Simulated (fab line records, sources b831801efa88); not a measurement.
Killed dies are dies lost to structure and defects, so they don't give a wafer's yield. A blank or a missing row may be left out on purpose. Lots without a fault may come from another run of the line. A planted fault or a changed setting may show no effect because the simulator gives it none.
fab line records | flow gf180mcu
record lots=12 wafers=36 last_day=34
route steps=602 shown MVSD@75 NWELL@137 V1@356 M2@376 V2@403
lots that met no fault: from a run of the same line without faults
start_h: hours from the record's first day to the start of the lot's first wafer shown | wait_h: hours since the lot's step before | " the same as in the row above | L1.1+2: a row that stands for several wafers | - no value, or no start given | * or withheld: withheld | < > ~ a bound
route shown NAME@n: a module of which the file shows steps, and the number in the route of the first | usual: mean/standard deviation of fault-free wafers | same: alike in all rows | chamber/n: place in a boat | sites: the reading at each site | _std_site: their standard deviation | _edge_site: outer sites' mean less inner sites' | radius_mm: how far each site lies from the wafer's centre | mask NAME#n: copy n | behind: the tool/chamber that last shaped the wafer | hold: why the lot was held/for how many hours/how that ended | device: the transistor (n, p or np) that didn't switch | end of line: the same wafers' tests at the end of the route | a step without rows: its recipe alone | killed: dies lost to structure and defects at the first sort, not the wafer's yield | map: a wafer's dies, x killed, . not, _ none there
set.NAME: the setting as run; set.NAME@STEP: as run at that earlier step | model.NAME: the simulator's own value behind a step, which no gauge read
steps of the route over a sample of lots; a table a step, a row a wafer
services: from which hour (start_h, from the record's first day; less than 0 if before it) a tool's chamber was out of use, for how many hours, and why
## steps
# step GF_MVSD_IMPLANT_09
# recipe species=P energy_kev=100 dose_cm2=5e+12 tilt_deg=0
# usual beam_on_s=10.01/0.21 dose_ions_cm2=4.998e+12/5.1e+09 faraday_current_uA=28.2/0.59
# columns lot.wafer tool chamber start_h wait_h beam_on_s dose_ions_cm2 faraday_current_uA
L781.2 implanter-04 0 82.77 0.1 9.73 4.997e+12 29.0
L781.3 " 0 " " 10.15 5.003e+12 27.6
L781.5 " 0 " " 10.36 5.009e+12 27.2
L782.1 implanter-04 0 88.04 0.1 10.56 4.997e+12 26.7
L782.5 " 0 " " 9.82 4.987e+12 28.8
L782.6 " 0 " " 9.86 5.001e+12 28.5
L784.1 implanter-04 0 100.54 0.1 9.82 5.005e+12 28.6
L784.2 " 0 " " 9.60 5e+12 29.3
L784.5 " 0 " " 10.29 4.998e+12 27.3
L787.1 implanter-01 0 117.59 0.1 9.97 5.003e+12 28.3
L787.3 " 0 " " 9.80 5.001e+12 28.7
L787.4 " 0 " " 9.80 4.996e+12 28.6
L788.2 implanter-01 0 122.67 0.1 9.92 4.994e+12 28.4
L788.5 " 0 " " 9.92 4.992e+12 28.4
L788.6 " 0 " " 9.97 5e+12 28.2
L791.1 implanter-04 0 141.74 0.1 9.90 5.818e+12 32.9
L791.3 " 0 " " 10.02 5.81e+12 32.7
L791.6 " 0 " " 10.42 5.813e+12 31.4
L796.1 implanter-02 0 168.94 0.1 10.09 4.991e+12 28.0
L796.4 " 0 " " 10.32 4.998e+12 27.2
L796.6 " 0 " " 10.16 5.005e+12 27.7
L797.1 implanter-04 0 176.19 0.1 9.99 5.816e+12 32.9
L797.3 " 0 " " 10.14 5.817e+12 32.3
L797.6 " 0 " " 10.19 5.809e+12 32.4
L799.1 implanter-01 0 186.24 0.1 10.25 4.992e+12 27.4
L799.2 " 0 " " 10.19 4.994e+12 27.7
L799.6 " 0 " " 10.12 4.989e+12 27.9
L801.1 implanter-02 0 199.49 0.1 10.00 4.998e+12 28.1
L801.3 " 0 " " 9.70 5e+12 28.8
L801.6 " 0 " " 9.67 4.997e+12 28.9
L802.3 implanter-02 0 207.49 0.1 10.28 4.993e+12 27.4
L802.4 " 0 " " 10.04 5e+12 28.2
L802.6 " 0 " " 10.57 4.996e+12 26.6
L803.4 implanter-01 0 210.72 0.1 9.80 5.001e+12 28.8
L803.5 " 0 " " 9.86 4.999e+12 28.5
L803.6 " 0 " " 10.31 4.993e+12 27.4
# step GF_VT_IMPLANT_RS_MEAS_46
# recipe thk_meas_gauge=four-point-probe
# usual MVSD_RS=462.7/1.2
# columns lot.wafer tool chamber start_h wait_h hold MVSD_RS[ohm/sq]
L781.2 film_metro-02 - 158.63 0.1 - 465.0
L781.3 " - " " - 465.2
L781.5 " - " " - 464.5
L782.1 film_metro-04 - 164.01 0.1 - 463.1
L782.5 " - " " - 463.3
L782.6 " - " " - 461.9
L784.1 film_metro-02 - 178.87 0.1 - 463.9
L784.2 " - " " - 462.3
L784.5 " - " " - 464.1
L787.1 film_metro-02 - 200.45 0.1 - 461.9
L787.3 " - " " - 461.1
L787.4 " - " " - 462.4
L788.2 film_metro-02 - 202.02 0.1 - 465.9
L788.5 " - " " - 465.2
L788.6 " - " " - 465.1
L791.1 film_metro-04 - 226.91 0.1 await_dispo/0.2h/release 451.2
L791.3 " - " " await_dispo/0.2h/release 450.9
L791.6 " - " " await_dispo/0.2h/release 450.7
L791.1 film_metro-04 - 227.27 0.3 - 451.1
L791.3 " - " " - 450.6
L791.6 " - " " - 450.4
L796.1 film_metro-02 - 257.95 0.1 - 464.0
L796.4 " - " " - 463.0
L796.6 " - " " - 462.4
L797.1 film_metro-01 - 265.95 0.1 await_dispo/0.2h/release 449.9
L797.3 " - " " await_dispo/0.2h/release 449.4
L797.6 " - " " await_dispo/0.2h/release 452.3
L797.1 film_metro-01 - 266.31 0.3 - 451.9
L797.3 " - " " - 450.4
L797.6 " - " " - 450.9
L799.1 film_metro-01 - 276.91 0.1 - 462.1
L799.2 " - " " - 462.5
L799.6 " - " " - 461.6
L801.1 film_metro-02 - 299.51 0.1 - 462.0
L801.3 " - " " - 462.6
L801.6 " - " " - 462.8
L802.3 film_metro-04 - 301.54 0.1 - 462.3
L802.4 " - " " - 462.7
L802.6 " - " " - 461.5
L803.4 film_metro-01 - 302.82 0.1 - 462.8
L803.5 " - " " - 462.4
L803.6 " - " " - 463.8
# step GF_VT_IMPLANT_RS_MEAS_47
# recipe thk_meas_gauge=four-point-probe
# usual NWELL_RS=486.9/1.2
# columns lot.wafer tool chamber start_h wait_h hold NWELL_RS[ohm/sq]
L781.2 film_metro-02 - 158.75 0.1 - 488.7
L781.3 " - " " - 489.5
L781.5 " - " " - 489.9
L782.1 film_metro-04 - 164.13 0.1 - 487.9
L782.5 " - " " - 485.4
L782.6 " - " " - 487.3
L784.1 film_metro-02 - 178.99 0.1 - 488.0
L784.2 " - " " - 488.9
L784.5 " - " " - 487.1
L787.1 film_metro-02 - 200.57 0.1 - 488.7
L787.3 " - " " - 489.3
L787.4 " - " " - 488.6
L788.2 film_metro-02 - 202.14 0.1 - 487.5
L788.5 " - " " - 489.0
L788.6 " - " " - 488.1
L791.1 film_metro-04 - 231.57 4.3 await_dispo/4.1h/release 487.1
L791.3 " - " " await_dispo/4.1h/release 486.5
L791.6 " - " " await_dispo/4.1h/release 487.2
L796.1 film_metro-02 - 258.07 0.1 - 486.2
L796.4 " - " " - 487.0
L796.6 " - " " - 485.5
L797.1 film_metro-01 - 272.53 6.2 await_dispo/6.1h/release 485.2
L797.3 " - " " await_dispo/6.1h/release 484.7
L797.6 " - " " await_dispo/6.1h/release 485.0
L799.1 film_metro-01 - 277.03 0.1 - 486.0
L799.2 " - " " - 486.2
L799.6 " - " " - 486.5
L801.1 film_metro-02 - 299.63 0.1 - 487.3
L801.3 " - " " - 487.7
L801.6 " - " " - 487.7
L802.3 film_metro-04 - 301.66 0.1 - 484.8
L802.4 " - " " - 486.8
L802.6 " - " " - 487.4
L803.4 film_metro-01 - 302.94 0.1 - 484.8
L803.5 " - " " - 484.4
L803.6 " - " " - 484.8
# step GF_V1_SPUTTER_21
# recipe material=Ti target_thk_nm=15 chamber_pressure_pa=5 power_w=2500 substrate_temp_c=200 time_s=80.02
# usual substrate_temp_c=200.00/0.17 throttle_valve_pct=30.4/1.1
# columns lot.wafer tool chamber start_h wait_h substrate_temp_c throttle_valve_pct
L781.2 pvd_sputter-04 - 422.52 0.0 200.31 28.7
L781.3 " - " " 200.20 31.3
L781.5 " - " " 199.99 31.6
L782.1 pvd_sputter-02 - 425.62 0.0 199.69 28.8
L782.5 " - " " 199.89 29.0
L782.6 " - " " 200.27 30.8
L784.1 pvd_sputter-02 - 448.17 0.0 199.79 29.9
L784.2 " - " " 200.14 30.7
L784.5 " - " " 199.78 29.6
L788.2 pvd_sputter-03 - 474.00 0.0 199.87 30.3
L788.5 " - " " 200.03 29.3
L788.6 " - " " 199.99 30.0
L787.1 pvd_sputter-03 - 476.16 0.0 200.20 30.3
L787.3 " - " " 200.08 32.3
L787.4 " - " " 200.36 29.3
L791.1 pvd_sputter-03 - 504.71 0.0 200.06 28.9
L791.3 " - " " 199.91 32.3
L791.6 " - " " 199.98 28.9
L797.1 pvd_sputter-04 - 551.27 0.0 199.80 28.8
L797.3 " - " " 200.10 31.4
L797.6 " - " " 200.02 28.7
L796.1 pvd_sputter-02 - 551.73 0.0 200.14 29.3
L796.4 " - " " 199.95 31.6
L796.6 " - " " 200.13 29.4
L799.1 pvd_sputter-03 - 571.29 0.0 199.87 29.6
L799.2 " - " " 199.87 29.0
L799.6 " - " " 200.01 32.3
L801.1 pvd_sputter-03 - 591.16 0.0 200.27 28.7
L801.3 " - " " 199.64 30.1
L801.6 " - " " 200.13 29.7
L802.3 pvd_sputter-04 - 592.37 0.0 200.00 28.8
L802.4 " - " " 199.84 30.3
L802.6 " - " " 199.99 30.1
L803.4 pvd_sputter-03 - 594.70 0.0 199.77 29.7
L803.5 " - " " 199.55 29.4
L803.6 " - " " 199.91 30.4
# step GF_M2_CD_MEAS_14
# recipe target_cd_nm=280
# usual cd_nm=278.9/1.1
# columns lot.wafer tool chamber start_h wait_h cd_nm
L781.2 cd_sem-02 - 447.62 0.1 279.1
L781.3 " - " " 278.7
L781.5 " - " " 278.6
L782.1 cd_sem-01 - 451.20 0.1 276.8
L782.5 " - " " 278.4
L782.6 " - " " 278.0
L784.1 cd_sem-02 - 472.10 0.1 280.0
L784.2 " - " " 279.0
L784.5 " - " " 279.6
L788.2 cd_sem-02 - 499.07 0.1 280.6
L788.5 " - " " 279.7
L788.6 " - " " 279.5
L787.1 cd_sem-01 - 500.95 0.1 279.2
L787.3 " - " " 279.2
L787.4 " - " " 277.5
L791.1 cd_sem-02 - 528.30 0.1 278.0
L791.3 " - " " 277.7
L791.6 " - " " 277.6
L797.1 cd_sem-01 - 573.60 0.1 281.3
L797.3 " - " " 280.4
L797.6 " - " " 281.4
L796.1 cd_sem-01 - 575.15 0.1 280.5
L796.4 " - " " 279.3
L796.6 " - " " 280.7
L799.1 cd_sem-02 - 593.20 0.1 278.8
L799.2 " - " " 279.5
L799.6 " - " " 277.6
L801.1 cd_sem-01 - 612.80 0.1 280.2
L801.3 " - " " 279.3
L801.6 " - " " 279.5
L802.3 cd_sem-01 - 613.54 0.1 279.8
L802.4 " - " " 280.1
L802.6 " - " " 278.9
L803.4 cd_sem-01 - 616.66 0.1 278.0
L803.5 " - " " 279.2
L803.6 " - " " 278.8
# step GF_V2_SPUTTER_21
# recipe material=Ti target_thk_nm=15 chamber_pressure_pa=5 power_w=2500 substrate_temp_c=200 time_s=80.02
# usual substrate_temp_c=199.98/0.18 throttle_valve_pct=30.2/1.5
# columns lot.wafer tool chamber start_h wait_h substrate_temp_c throttle_valve_pct
L781.2 pvd_sputter-04 - 474.61 0.0 200.14 30.3
L781.3 " - " " 199.91 31.3
L781.5 " - " " 200.15 28.8
L782.1 pvd_sputter-01 - 478.16 0.0 200.03 27.3
L782.5 " - " " 200.00 30.1
L782.6 " - " " 199.78 32.3
L784.1 pvd_sputter-03 - 498.55 0.0 199.58 30.4
L784.2 " - " " 199.82 32.3
L784.5 " - " " 199.88 30.3
L788.2 pvd_sputter-01 - 524.62 0.0 199.51 27.1
L788.5 " - " " 199.84 27.6
L788.6 " - " " 200.11 27.9
L787.1 pvd_sputter-01 - 526.80 0.0 200.01 27.3
L787.3 " - " " 200.05 28.2
L787.4 " - " " 200.22 32.5
L791.1 pvd_sputter-03 - 552.93 0.0 199.90 30.2
L791.3 " - " " 199.97 29.2
L791.6 " - " " 200.10 30.2
L797.1 pvd_sputter-01 - 597.33 0.0 200.00 27.2
L797.3 " - " " 199.83 30.3
L797.6 " - " " 199.92 32.2
L796.1 pvd_sputter-04 - 598.93 0.0 200.12 31.6
L796.4 " - " " 200.09 30.2
L796.6 " - " " 200.28 31.4
L799.1 pvd_sputter-04 - 616.88 0.0 200.04 28.6
L799.2 " - " " 200.04 31.3
L799.6 " - " " 200.25 31.7
L801.1 pvd_sputter-03 - 636.02 0.0 199.71 29.4
L801.3 " - " " 200.06 29.1
L801.6 " - " " 199.90 29.0
L802.3 pvd_sputter-04 - 637.62 0.0 199.63 30.3
L802.4 " - " " 200.32 31.4
L802.6 " - " " 200.06 31.6
L803.4 pvd_sputter-04 - 639.80 0.0 199.71 31.2
L803.5 " - " " 200.11 31.3
L803.6 " - " " 200.08 30.1
## services
# columns tool chamber start_h hours kind
implanter-01 - 86.52 18.0 pm
pvd_sputter-03 - 97.18 8.2 repair
pvd_sputter-03 - 112.11 3.4 repair
pvd_sputter-01 - 120.83 6.5 repair
pvd_sputter-01 - 180.92 2.3 repair
implanter-04 - 184.21 1.0 repair
implanter-04 - 220.86 4.2 repair
pvd_sputter-03 - 232.30 2.7 repair
implanter-04 - 258.70 2.3 repair
implanter-01 - 292.17 2.1 repair
implanter-01 - 293.48 5.3 repair
implanter-01 - 304.11 3.5 pm
pvd_sputter-03 - 331.51 21.3 repair
implanter-04 - 356.01 1.5 repair
implanter-01 - 361.32 2.4 repair
pvd_sputter-01 - 389.82 0.6 repair
pvd_sputter-04 - 445.56 0.9 repair
pvd_sputter-04 - 448.54 0.8 repair
implanter-04 - 528.32 4.4 pm
pvd_sputter-03 - 530.64 20.8 repair
pvd_sputter-03 - 530.92 2.7 repair
implanter-04 - 596.95 5.1 pm
pvd_sputter-04 - 627.04 2.2 repair
pvd_sputter-03 - 630.62 3.0 repair
## key
first_sign step=GF_MVSD_IMPLANT_09 reading=dose_ions_cm2 direction=up sigmas=99+ usual=4.998e+12 struck=5.814e+12
effect step=GF_MVSD_IMPLANT_09 reading=faraday_current_uA direction=up sigmas=7.3 usual=28.2 struck=32.4
effect step=GF_VT_IMPLANT_RS_MEAS_46 reading=MVSD_RS direction=down sigmas=10 usual=462.7 struck=450.7
met_at GF_MVSD_IMPLANT_09
struck_lots L791,L797
tester_left_out L791,L797
not_acting_at GF_V1_SPUTTER_21,GF_M2_CD_MEAS_14,GF_V2_SPUTTER_21
onset_between 100.54 141.74
fault kind=process_parameter_drift tool=implanter-04 chamber=- onset_h=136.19 steps=GF_MVSD_IMPLANT_09 channel=dose_cm2 offset=8.1936e+11 shape=step end_h=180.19 acts_in=these_recipes_only stated=5e+12
# tester_left_out: of these lots the tester's yield and bins aren't shown, on N5 and GAA mostly nor the transistor test; their killed dies are dies lost to structure and defects alone, not to doping, threshold or leakage, so they don't give the yield
